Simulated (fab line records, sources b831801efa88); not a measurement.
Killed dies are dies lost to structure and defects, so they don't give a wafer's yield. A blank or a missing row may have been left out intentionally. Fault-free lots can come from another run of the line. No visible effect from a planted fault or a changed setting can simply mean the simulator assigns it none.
Problem report, 8D (eight disciplines) form, completed by code :: flow sky130 :: the parts of the form that need people (team, actions taken, sign-off) are left out

1. THE ISSUE
POLY_GATE_CVD_00_THK at SKY_POLY_GATE_THK_MEAS_01 reads a mean of 133.2 nm on 3 wafers of 1 lot; wafers without a fault read 180.3 nm with a standard deviation of 1.3. That puts it -36 standard deviations away from the usual mean.
Seen first at day 18 22:00 on film_metro-03, wafer L201.1. The record has a number at this step for 33 wafers belonging to 11 lots. Rule for "out", or "out of limits": more than 4 standard deviations from the usual mean. The rest of the wafers with a number are treated as sound.

2. WHAT IT IS, AND WHAT IT ISN'T
question: which readings at this step
is: POLY_GATE_CVD_00_THK
is not: -

question: which lots
is: L201
is not: L189, L192, L194, L195, L196, L197, L198, L210, L211, L212

question: which wafers of those lots
is: all that have a number
is not: -

question: read on which gauges
is: film_metro-03
is not: film_metro-02, film_metro-04

question: when
is: from day 18 22:00
is not: up to then (21 sound wafers); but 9 sound wafers of L210, L211, L212 came after

3. THE SUSPECTS, EACH WITH WHAT RULES IT OUT
Counting: a tool at any process step up to the reading remains a suspect when it ran all the lots that are out and ran no sound lot after the first of those.
- the gauge at SKY_POLY_GATE_THK_MEAS_01: ruled out. All the wafers that are out were read on film_metro-03, but those of them that SKY_POLY_GATE_ETCH_17 has rows for are out there too, on other tools.
- lpcvd-01 at SKY_POLY_GATE_CVD_00 (deposits poly-Si, target thk 180 nm, time 720 s): ruled out as a lasting fault. After its first lot that is out, L201 (day 18 20:48), sound lots L210, L211, L212 ran on it.
Left after counting: nothing in the record.

4. THE CAUSE (what the simulator had put in)
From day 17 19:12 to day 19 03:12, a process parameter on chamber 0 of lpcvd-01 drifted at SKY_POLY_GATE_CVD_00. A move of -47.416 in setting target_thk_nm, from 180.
It was ruled out by counting, in error; the rule expects a fault to strike all lots run on its tool from its start on, and this fault did not.

5. THE CHAIN OF EFFECTS, in route order
One row per reading whose mean, taken over the struck wafers that have a number, lies over 3 standard deviations from the usual. Readings are gone through only where the record gives a usual standard deviation; hours: the median, over the lots, of the time from a lot's start at the first step in this table giving one to that lot's start at this step; sigmas: the change measured in usual standard deviations.
hours: 0
step: SKY_POLY_GATE_THK_MEAS_01
reading: POLY_GATE_CVD_00_THK
usual: 180.3 nm
on struck wafers: 133.2
change: -47.1
sigmas: -36

hours: 64
step: SKY_POLY_GATE_ETCH_17
reading: oes_product_au
usual: 0.989 a.u.
on struck wafers: 0.805
change: -0.184
sigmas: -27
The process steps in it:
- SKY_POLY_GATE_ETCH_17: etches poly-Si in HBr/Cl2, stops on SiO2, target depth 180 nm, time 70.5 s.
Later steps that measure or inspect, where all struck wafers having a row at the step show a number for every such reading and not one has moved that far: SKY_LDD_P_CD_MEAS_07.

6. HOW IT WOULD HAVE BEEN CAUGHT EARLIER
Counted from the fault's start at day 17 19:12, it took 27 hours until the first out-of-limits reading at a measuring or inspecting step in this record, taken at day 18 22:00.
Of the tool readings at SKY_POLY_GATE_CVD_00 for which the record gives a usual standard deviation, none was out on any struck wafer, so an alarm limit of 4 standard deviations on them would not have fired.
